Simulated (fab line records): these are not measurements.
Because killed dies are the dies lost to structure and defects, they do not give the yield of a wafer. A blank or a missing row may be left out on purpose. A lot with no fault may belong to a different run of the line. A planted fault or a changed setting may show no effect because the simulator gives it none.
Tool commonality check    flow sky130    Sampled: 10 lots, 30 wafers

## WHY THIS WAS OPENED
At SKY_VT_ADJUST_LVTN_TW_MEAS_10 the reading VT_ADJUST_LVTN_TW is flagged on 4 of 10 lots. No-fault wafers: 239.0, standard deviation 2.9.
Rule: a lot is flagged in two cases, either no wafer of it has a number, or all its wafers with numbers fall more than 4 standard deviations from that mean. The other lots count as sound.

lot   measured     on             VT_ADJUST_LVTN_TW, wafer by wafer  flag
L408  day 6 20:11  film-metro-03  241.4 242.4 239.7                  
L409  day 7 06:13  film-metro-02  234.0 236.1 236.0                  
L410  day 7 07:46  film-metro-02  234.9 235.3 235.9                  
L411  day 7 17:22  film-metro-02  234.8 235.3 236.1                  
L412  day 7 23:20  film-metro-03  243.3 244.4 242.6                  
L413  day 8 06:40  film-metro-02  237.5 237.8 237.7                  
L414  day 8 10:28  film-metro-03  472.6 471.3 474.5                  FLAGGED
L415  day 8 19:24  film-metro-02  462.6 462.6 462.3                  FLAGGED
L416  day 9 04:50  film-metro-04  462.6 460.6 465.1                  FLAGGED
L417  day 9 10:37  film-metro-04  463.9 464.8 460.9                  FLAGGED
Average over the flagged lots: 465.3; offset from the usual +226.3, equal to +78 standard deviations.

## TOOL THAT RAN EACH LOT
The record keeps 1 process step preceding the reading, out of 708 steps on the route. In each cell: the tool, then ch and the chambers that the sampled wafers went through, then the start.
lot   flag     SKY_VT_ADJUST_LVTN_IMPLANT_08
L408           implanter-01 ch 0, day 6 19:56
L409           implanter-04 ch 0, day 7 05:59
L410           implanter-01 ch 0, day 7 07:31
L411           implanter-04 ch 0, day 7 17:08
L412           implanter-02 ch 0, day 7 23:07
L413           implanter-04 ch 0, day 8 06:25
L414  FLAGGED  implanter-02 ch 0, day 8 10:13
L415  FLAGGED  implanter-02 ch 0, day 8 19:09
L416  FLAGGED  implanter-04 ch 0, day 9 04:36
L417  FLAGGED  implanter-02 ch 0, day 9 10:22
What these steps do:
- SKY_VT_ADJUST_LVTN_IMPLANT_08
- SKY_VT_ADJUST_LVTN_TW_MEAS_10

## FLAGGED OVER TOTAL, TOOL BY TOOL (the gauges that took the reading come last)
step                           tool           lots run  flagged  share of the flagged lots  sound lots run after its first flagged lot
SKY_VT_ADJUST_LVTN_IMPLANT_08  implanter-01   2         0        none                       -
SKY_VT_ADJUST_LVTN_IMPLANT_08  implanter-02   4         3        some                       0
SKY_VT_ADJUST_LVTN_IMPLANT_08  implanter-04   4         1        some                       0
SKY_VT_ADJUST_LVTN_TW_MEAS_10  film-metro-02  5         1        some                       0
SKY_VT_ADJUST_LVTN_TW_MEAS_10  film-metro-03  3         1        some                       0
SKY_VT_ADJUST_LVTN_TW_MEAS_10  film-metro-04  2         2        some                       0

## WHAT THE TABLE PERMITS
No row of the table ran every flagged lot.

## WHAT HAD BEEN PUT IN BY THE SIMULATOR
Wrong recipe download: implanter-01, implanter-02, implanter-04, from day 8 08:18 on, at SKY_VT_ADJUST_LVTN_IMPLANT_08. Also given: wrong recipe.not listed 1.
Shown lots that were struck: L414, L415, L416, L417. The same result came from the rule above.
